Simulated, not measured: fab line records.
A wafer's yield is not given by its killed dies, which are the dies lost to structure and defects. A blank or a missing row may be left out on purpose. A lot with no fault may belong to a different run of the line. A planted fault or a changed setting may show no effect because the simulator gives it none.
The tool behind it: which one? | flow gf180mcu | 6 lots, 18 wafers sampled, at 3 steps of a route of 602

## WHAT THE GAUGES SHOWED, per wafer
GF_HV_LDD_RS_MEAS_53: a four-point-probe measurement.
lot  | measured     | on            | HV_LDD_RS (ohm/sq)
L360 | day 13 15:53 | film metro-03 | 417.5 416.5 416.5
L368 | day 16 12:12 | film metro-04 | 419.2 419.3 420.2
L372 | day 17 19:41 | film metro-04 | 417.2 417.2 416.9
L374 | day 18 07:05 | film metro-02 | 419.2 419.1 419.1
L376 | day 19 06:06 | film metro-03 | 416.5 416.4 417.5
L378 | day 20 07:44 | film metro-02 | 418.8 418.2 418.1

## TOOL THAT RAN EACH LOT (tool first, then ch and the chambers of the sampled wafers, then the start)
lot  | GF_HV_LDD_IMPLANT_35            | GF_HV_LDD_RTA_52
L360 | implanter-04 ch 0, day 12 18:33 | rtp anneal-02 ch 0, day 13 15:48
L368 | implanter-01 ch 0, day 15 13:37 | rtp anneal-02 ch 0, day 16 12:08
L372 | implanter-02 ch 0, day 16 19:58 | rtp anneal-01 ch 0, day 17 19:37
L374 | implanter-02 ch 0, day 17 07:01 | rtp anneal-01 ch 0, day 18 07:01
L376 | implanter-01 ch 0, day 18 05:04 | rtp anneal-01 ch 0, day 19 06:02
L378 | implanter-01 ch 0, day 19 06:52 | rtp anneal-02 ch 0, day 20 07:40
- GF_HV_LDD_IMPLANT_35
- GF_HV_LDD_RTA_52: time 10 s.

## THE ANSWER, worked out from the rows above alone
Rule: the usual values come from the lots themselves. Put in order of their means at a reading, lots are off if they are a third of the lots or fewer, leave a main group of 4 or more, and stand apart from it by a gap of 3 or more times the standard deviation of the main group's means; of several such gaps the widest counts. A main group is skipped when, at the precision printed for the reading in the tables above, its means are all equal. Also off: a lot with no number at a reading for which 4 or more lots have one. Where the step has rows for the other lots, those lots are counted as sound.
No lot is off on any of the readings shown, so nothing can be concluded from this.

## WHAT THE SIMULATOR HAD INSERTED
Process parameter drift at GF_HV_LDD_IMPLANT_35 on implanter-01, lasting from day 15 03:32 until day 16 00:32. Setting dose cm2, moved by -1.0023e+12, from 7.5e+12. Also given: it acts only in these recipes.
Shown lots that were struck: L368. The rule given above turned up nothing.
